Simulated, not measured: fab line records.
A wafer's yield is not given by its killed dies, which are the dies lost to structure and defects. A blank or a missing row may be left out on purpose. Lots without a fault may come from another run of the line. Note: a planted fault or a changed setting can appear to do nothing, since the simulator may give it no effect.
Struck lot and sound lot, side by side + flow sky130 + 25 out of 708 route steps
Sound: wafers L257.2, L257.3, L257.5. Wafers L275.1, L275.3, L275.5 were the ones struck. The cause is given at the end.
For every step that has rows: the tool of each side, followed by ch and its chambers, followed by its first start. Under that, the readings that differ: sound wafers + struck wafers + difference of the means + sigmas: that difference in standard deviations of wafers without a fault.
alike: words and numbers the same on both sides, and readings whose means are apart by under 2 such deviations; not compared: readings that were withheld, readings missing a value for some wafer, numbers with overlapping values and no deviation given by the record, and bounds like >300 which may hide the same value.
Wherever a step has rows on one side only, a row that says differs or no value, or a row with sigmas, the two part there. Numbers that don't overlap but have no deviation are shown without sigmas and don't part them. A reading that every wafer of one side lacks parts them only if that side has two wafers or more.

SKY_VIA3_SPUTTER_20: material TiN, target thk 20 nm, time 80 s.
  sound on pvd_sputter-04, day 39 13:39; struck on pvd_sputter-04, day 45 00:35
  alike: cathode_dc_power_W, chamber_pressure_pa, throttle_valve_pct
then, 1 step without rows for these wafers: SKY_VIA3_CVD_21 (deposits W, target thk 390 nm, time 117.31 s).
SKY_VIA3_RS_MEAS_22: measurement is done with a four-point probe.
  sound on film_metro-04, day 39 13:51; struck on film_metro-02, day 45 00:46
  alike: VIA3_W_RS
SKY_VIA3_THK_MEAS_23: measures by xrf.
  sound on film_metro-04, day 39 13:58; struck on film_metro-02, day 45 00:53
  alike: VIA3_W_THK
then, 4 steps without rows for these wafers: SKY_VIA3_CMP_24 (polishes, stops on SiO2, t overpolish 20 s, target thk 0 nm); SKY_METAL4_SPUTTER_00 (material Ti, target thk 15 nm, time 10 s); SKY_METAL4_SPUTTER_01 (material TiN, target thk 20 nm, time 16.7 s); SKY_METAL4_SPUTTER_02 (material AlCu, target thk 735 nm, time 39.1 s).
SKY_METAL4_SPUTTER_03: material Ti, target thk 5 nm, time 3.3 s.
  sound on pvd_sputter-02, day 39 14:24; struck on pvd_sputter-01, day 45 01:20
  alike: cathode_dc_power_W, chamber_pressure_pa, throttle_valve_pct
SKY_METAL4_SPUTTER_04: material TiN, target thk 70 nm, time 58.3 s.
  sound on pvd_sputter-02, day 39 14:25; struck on pvd_sputter-01, day 45 01:21
  alike: cathode_dc_power_W, chamber_pressure_pa, throttle_valve_pct
SKY_CAP2M_CVD_00: deposits SiO2, target thk 15.5 nm.
  sound on pecvd-02 ch 0,1, day 39 14:28; struck on pecvd-02 ch 0,1,2, day 45 01:24
  alike: heater_power_w
SKY_CAP2M_THK_MEAS_01:
  sound on film_metro-01, day 39 14:30; struck on film_metro-02, day 45 01:25
| reading               | sound             | struck            | difference | sigmas |
|-----------------------|-------------------|-------------------|------------|--------|
| CAP2M_CVD_00_THK (nm) | 15.22 15.37 15.42 | 15.82 15.61 15.99 | +0.47      | +2     |
SKY_CAP2M_SPUTTER_02: material TiN, target thk 200 nm, time 166.7 s.
  sound on pvd_sputter-03, day 39 14:33; struck on pvd_sputter-03, day 45 01:29
  no value came back on the struck wafers for cathode_dc_power_W (W), chamber_pressure_pa (Pa), substrate_temp_c (C), throttle_valve_pct (%); on the sound wafers cathode_dc_power_W (W) reads 6502.4 6498.8 6499.6
SKY_CAP2M_RS_MEAS_03: measurement is done with a four-point probe.
  sound on film_metro-03, day 39 14:41; struck on film_metro-01, day 45 01:35
| reading               | sound          | struck | difference                    | sigmas |
|-----------------------|----------------|--------|-------------------------------|--------|
| CAP2M_TIN_RS (ohm/sq) | 6.90 6.92 6.93 | - - -  | no value on the struck wafers |        |
SKY_CAP2M_THK_MEAS_04: measures by xrf.
  sound on film_metro-03, day 39 14:47; struck on film_metro-01, day 45 01:43
| reading            | sound             | struck         | difference | sigmas |
|--------------------|-------------------|----------------|------------|--------|
| CAP2M_TIN_THK (nm) | 198.6 197.8 197.5 | <0.0 <0.0 <0.0 | differs    |        |
then, 7 steps without rows for these wafers: SKY_CAP2M_DEHYDRATE_05 (time 60 s); SKY_CAP2M_HMDS_06 (prime time 60 s); SKY_CAP2M_COAT_07 (resist thk 1140 nm); SKY_CAP2M_SOFTBAKE_08 (time 60 s); SKY_CAP2M_EXPOSE_09 (exposes mask CAP2M, target cd 1000 nm); SKY_CAP2M_PEB_10; SKY_CAP2M_DEVELOP_11 (develop time 60 s).
SKY_CAP2M_OVL_MEAS_12:
  sound on overlay-01, day 40 15:32; struck on overlay-02, day 45 23:26
| reading        | sound          | struck       | difference | sigmas |
|----------------|----------------|--------------|------------|--------|
| CAP2M_OVL (nm) | -0.3 -1.0 -1.5 | 3.3 -0.4 1.1 | +2.3       | +2     |
SKY_CAP2M_METAL_ETCH_13: etches TiN in Cl2/BCl3, stops on SiO2, target depth 220 nm, time 62.9 s.
  sound on rie_metal-04 ch 0,1, day 40 15:34; struck on rie_metal-01 ch 0,1, day 45 23:28
| reading                | sound                | struck               | difference | sigmas |
|------------------------|----------------------|----------------------|------------|--------|
| oes_product_au (a.u.)  | 0.940 0.943 0.939    | 0.370 0.376 0.376    | -0.567     | -76    |
| throttle_valve_pct (%) | 21.909 21.905 21.905 | 22.257 22.273 22.251 | +0.354     | +36    |
  alike: drypump_motor_current_A
  not compared: rf_hours_counter_h
SKY_CAP2M_STRIP_14: strips in O2/N2.
  sound on plasma_asher-01 ch 0,1, day 40 15:38; struck on plasma_asher-01 ch 0,1, day 45 23:32
  alike: drypump_motor_current_A, oes_product_au, strip_time_to_endpoint_s
  not compared: rf_hours_counter_h

## WHERE THEY PART
First at SKY_CAP2M_THK_MEAS_01; last, within this record, at SKY_CAP2M_METAL_ETCH_13. Later steps at which nothing parts them and some readings are alike: SKY_CAP2M_STRIP_14.

WHY: what had been put in by the simulator
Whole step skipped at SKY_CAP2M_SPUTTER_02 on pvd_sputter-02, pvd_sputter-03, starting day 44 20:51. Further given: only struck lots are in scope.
